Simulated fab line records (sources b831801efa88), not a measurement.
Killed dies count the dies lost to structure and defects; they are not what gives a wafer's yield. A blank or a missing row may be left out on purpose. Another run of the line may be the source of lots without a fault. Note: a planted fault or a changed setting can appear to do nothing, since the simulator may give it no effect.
Struck lot and sound lot, side by side + flow sfq-line + 42 steps out of a route of 325
Sound: these wafers, L334.1, L334.2, L334.4. Wafers struck: L338.2, L338.3, L338.6. The cause is named last.
At each step with rows: each side's tool, then ch and its chambers, then its first start. Under that, the readings that differ: sound wafers + struck wafers + difference of the means + sigmas: that difference in standard deviations of wafers without a fault.
alike: same words and numbers on both sides, and readings whose means sit less than 2 such deviations apart. not compared: any withheld reading, any reading some wafer has no value for, any bound like >300 that may hide the same value, and any number with overlapping values for which the record gives no deviation.
The two part at a step that has a row with sigmas, a row that says differs or no value, or rows on one side only. When numbers do not overlap yet have no deviation, they are printed without sigmas and do not part them. Lack of a reading on every wafer of one side parts them only where that side has two or more wafers.

first, 6 steps without rows for these wafers: SFQ_TRILAYER_I3_VIA_LITHO_COAT_090 (resist thk 62 nm); SFQ_TRILAYER_I3_VIA_LITHO_COAT_085 (resist thk 650 nm); SFQ_TRILAYER_I3_VIA_LITHO_SOFTBAKE_089; SFQ_TRILAYER_I3_VIA_LITHO_EXPOSE_086 (exposes mask I3, target cd 500 nm); SFQ_TRILAYER_I3_VIA_LITHO_PEB_088 (peb time 60 s); SFQ_TRILAYER_I3_VIA_LITHO_DEVELOP_087 (time 60 s).
SFQ_I3_OVL_MEAS_923:
  struck on overlay-02, day 53 13:06; sound on overlay-02, day 51 16:08
  alike: I3_OVL
then, 2 steps without rows for these wafers: SFQ_TRILAYER_I3_VIA_BARC_OPEN_VIA_ETCH_121 (etches BARC in O2, target depth 125 nm, time 41.7 s); SFQ_TRILAYER_I3_VIA_ETCH_VIA_ETCH_088 (etches SiO2 in CHF3, stops on Nb, target depth 260 nm).
SFQ_TRILAYER_I3_VIA_STRIP_STRIP_089: strips in O2.
  sound on rie-metal-01 ch 0,1, day 51 16:19; struck on rie-metal-02 ch 0,1, day 53 13:17
  alike: drypump-motor-current-A, oes-product-au
  not compared: rf-hours-counter-h
then, 2 steps without rows for these wafers: SFQ_TRILAYER_I3_VIA_STRIP_SOLV_CLEAN_090 (cleans in NMP, time 600 s); SFQ_TRILAYER_M4_DEP_PRE_CLEAN_092 (time 22.5 s).
SFQ_TRILAYER_M4_DEP_SPUTTER_091: material Nb, target thk 200 nm, time 133.3 s.
  struck on pvd-sputter-04, day 53 14:16; sound on pvd-sputter-04, day 51 17:08
| reading                                             | sound             | struck            | difference | sigmas |
|-----------------------------------------------------|-------------------|-------------------|------------|--------|
| model.Nb_of_TRILAYER_M4_DEP_SPUTTER_091.thk-nm (nm) | 200.4 198.5 199.8 | 269.5 268.7 270.4 | +70.0      |        |
  alike: throttle-valve-pct
SFQ_M4_RS_MEAS_924: measurement is done with a four-point probe.
  struck on film-metro-03, day 53 14:22; sound on film-metro-01, day 51 17:14
| reading           | sound             | struck            | difference | sigmas |
|-------------------|-------------------|-------------------|------------|--------|
| M4_NB_RS (ohm/sq) | 0.891 0.901 0.891 | 0.657 0.660 0.654 | -0.237     | -27    |
then, 6 steps without rows for these wafers: SFQ_TRILAYER_M4_LITHO_COAT_098 (resist thk 62 nm); SFQ_TRILAYER_M4_LITHO_COAT_093 (resist thk 600 nm); SFQ_TRILAYER_M4_LITHO_SOFTBAKE_097; SFQ_TRILAYER_M4_LITHO_EXPOSE_094 (exposes mask M4, target cd 500 nm); SFQ_TRILAYER_M4_LITHO_PEB_096 (peb time 60 s); SFQ_TRILAYER_M4_LITHO_DEVELOP_095 (time 60 s).
-- the record jumps here: 5 days lie between the struck wafers' starts before and after --
SFQ_M4_OVL_MEAS_926:
  struck on overlay-02, day 58 23:21; sound on overlay-01, day 57 10:30
  alike: M4_OVL
then, 1 step without rows for these wafers: SFQ_TRILAYER_M4_BARC_OPEN_METAL_ETCH_123 (etches BARC in O2, target depth 125 nm, time 41.7 s).
SFQ_TRILAYER_M4_ETCH_METAL_ETCH_096: etches Nb in Cl2/Ar, stops on SiO2, target depth 240 nm, time 120 s.
  sound on rie-metal-04 ch 0,1, day 57 10:35; struck on rie-metal-03 ch 0,1, day 58 23:26
| reading               | sound             | struck            | difference | sigmas |
|-----------------------|-------------------|-------------------|------------|--------|
| oes-product-au (a.u.) | 0.891 0.884 0.895 | 1.003 1.001 1.002 | +0.112     | +17    |
  alike: bias-w, drypump-motor-current-A
  not compared: rf-hours-counter-h
SFQ_TRILAYER_M4_STRIP_STRIP_097: strips in O2.
  sound on rie-metal-04 ch 0,1, day 57 10:43; struck on rie-metal-03 ch 0,1, day 58 23:34
  alike: drypump-motor-current-A, oes-product-au
  not compared: rf-hours-counter-h
then, 1 step without rows for these wafers: SFQ_TRILAYER_M4_STRIP_SOLV_CLEAN_098 (cleans in NMP, time 600 s).
SFQ_TRILAYER_I4_DEP_PECVD_099: deposits SiO2 from SiH4/N2O, time 111.11 s, target thk 500 nm.
  sound on pecvd-04 ch 0,1,2, day 57 11:29; struck on pecvd-01 ch 0,1,2, day 59 00:20
| reading                | sound          | struck         | difference | sigmas |
|------------------------|----------------|----------------|------------|--------|
| throttle-valve-pct (%) | 22.9 22.2 23.6 | 26.3 25.1 25.7 | +2.8       | +2     |
  alike: heater-power-w
then, 1 step without rows for these wafers: SFQ_TRILAYER_I4_CMP_CMP_100 (polishes SiO2).
SFQ_I4_BOW_MEAS_927:
  struck on film-metro-04, day 59 03:26; sound on film-metro-04, day 58 00:41
  alike: I4_BOW
SFQ_TRILAYER_I4_METRO_MEASURE_101:
  struck on film-metro-04, day 59 03:44; sound on film-metro-04, day 58 00:48
  alike: thk-nm
then, 6 steps without rows for these wafers: SFQ_TRILAYER_I4_VIA_LITHO_COAT_108 (resist thk 62 nm); SFQ_TRILAYER_I4_VIA_LITHO_COAT_103 (resist thk 650 nm); SFQ_TRILAYER_I4_VIA_LITHO_SOFTBAKE_107; SFQ_TRILAYER_I4_VIA_LITHO_EXPOSE_104 (exposes mask I4, target cd 700 nm); SFQ_TRILAYER_I4_VIA_LITHO_PEB_106 (peb time 60 s); SFQ_TRILAYER_I4_VIA_LITHO_DEVELOP_105 (time 60 s).
-- the record jumps here: 6 days lie between the struck wafers' starts before and after --
SFQ_I4_OVL_MEAS_928:
  struck on overlay-02, day 64 17:23; sound on overlay-01, day 63 04:06
| reading     | sound   | struck  | difference | sigmas |
|-------------|---------|---------|------------|--------|
| I4_OVL (nm) | -8 1 -2 | 11 3 14 | +12        | +2     |
SFQ_TRILAYER_I4_VIA_BARC_OPEN_VIA_ETCH_146: etches BARC in O2, target depth 125 nm, time 41.7 s.
  sound on rie-diel-01 ch 0,1,3, day 63 04:08; struck on rie-diel-04 ch 1,3, day 64 17:25
  alike: bias-w, drypump-motor-current-A, oes-product-au
  not compared: rf-hours-counter-h
then, 4 steps without rows for these wafers: SFQ_TRILAYER_I4_VIA_ETCH_VIA_ETCH_106 (etches SiO2 in CHF3, stops on Nb, target depth 260 nm); SFQ_TRILAYER_I4_VIA_STRIP_STRIP_107 (strips in O2); SFQ_TRILAYER_I4_VIA_STRIP_SOLV_CLEAN_108 (cleans in NMP, time 600 s); SFQ_TRILAYER_JJ_TRILAYER_DEP_PRE_CLEAN_113 (time 22.5 s).
-- the record jumps here: 27 days lie between the struck wafers' starts before and after --
SFQ_M8_BOW_MEAS_951:
  struck on film-metro-04, day 91 11:22; sound on film-metro-04, day 90 02:12
| reading                       | sound                | struck              | difference | sigmas |
|-------------------------------|----------------------|---------------------|------------|--------|
| model.etest.m4.comb-log10-ohm | 12 12 12             | 0 0 0               | -12        |        |
| model.etest.m4.ohm-sq         | 0.8886 0.8974 0.8912 | 0.661 0.6629 0.6586 | -0.232     |        |
  alike: M8_BOW

WHERE THEY PART
At SFQ_M4_RS_MEAS_924 first; at SFQ_I4_OVL_MEAS_928 last (within this record only). Later steps at which nothing parts them and some readings are alike: SFQ_TRILAYER_I4_VIA_BARC_OPEN_VIA_ETCH_146, SFQ_M8_BOW_MEAS_951.

WHY: whatever the simulator had introduced
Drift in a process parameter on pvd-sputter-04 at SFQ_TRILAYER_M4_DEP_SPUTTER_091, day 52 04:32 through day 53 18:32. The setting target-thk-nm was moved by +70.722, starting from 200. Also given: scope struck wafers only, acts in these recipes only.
